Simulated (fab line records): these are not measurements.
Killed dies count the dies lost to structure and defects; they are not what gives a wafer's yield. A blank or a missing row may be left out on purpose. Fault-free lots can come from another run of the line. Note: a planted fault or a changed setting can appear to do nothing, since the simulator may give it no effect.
Chamber matching	flow sky130	4 sister chambers for SKY_METAL4_ETCH_17 on rie_diel-04
The step etches SiO2 in C4F8/O2/Ar, stops on TiN, time 3.9 s, target depth 15 nm. 4 wafers are shown with their chamber, then 7 later ones without.

## WAFERS, EACH WITH ITS CHAMBER
wafer	chamber	rf_fwd_power_W (W)
L088.5	0	1472
L088.6	3	1474
L089.1	1	1486
L089.5	2	1487

## WAFERS MISSING THEIR CHAMBER
wafer	rf_fwd_power_W (W)
L089.6	1467
L095.1	1488
L095.2	1468
L095.4	1472
L097.1	1484
L097.5	1475
L097.6	1480

## WHICH CHAMBER EACH WENT THROUGH
wafer	from the rows above	in truth
L089.6	can't be placed: 0 or 3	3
L095.1	can't be placed: 2 or 1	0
L095.2	can't be placed: 0 or 3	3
L095.4	can't be placed: 0 or 3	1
L097.1	can't be placed: 1 or 2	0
L097.5	can't be placed: 3 or 0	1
L097.6	can't be placed: 1 or 3 or 2 or 0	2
Correctly placed: 0 of 7. Not placeable from these rows: 7 (in 3, the candidates include the true chamber). 0 placed wrongly.
How it was worked out, from the rows above alone: a wafer's distance from a chamber is the root of the sum, over the readings, of the square of ((its reading less the chamber's mean) divided by the reading's scatter). The wafer belongs to the nearest chamber; if the next one is less than 2 further off, it can't be placed. For every chamber, the mean is computed from those of its wafers that are shown. The scatter: root of mean squared gap, hidden wafer to nearest shown wafer, with one shown wafer a chamber.
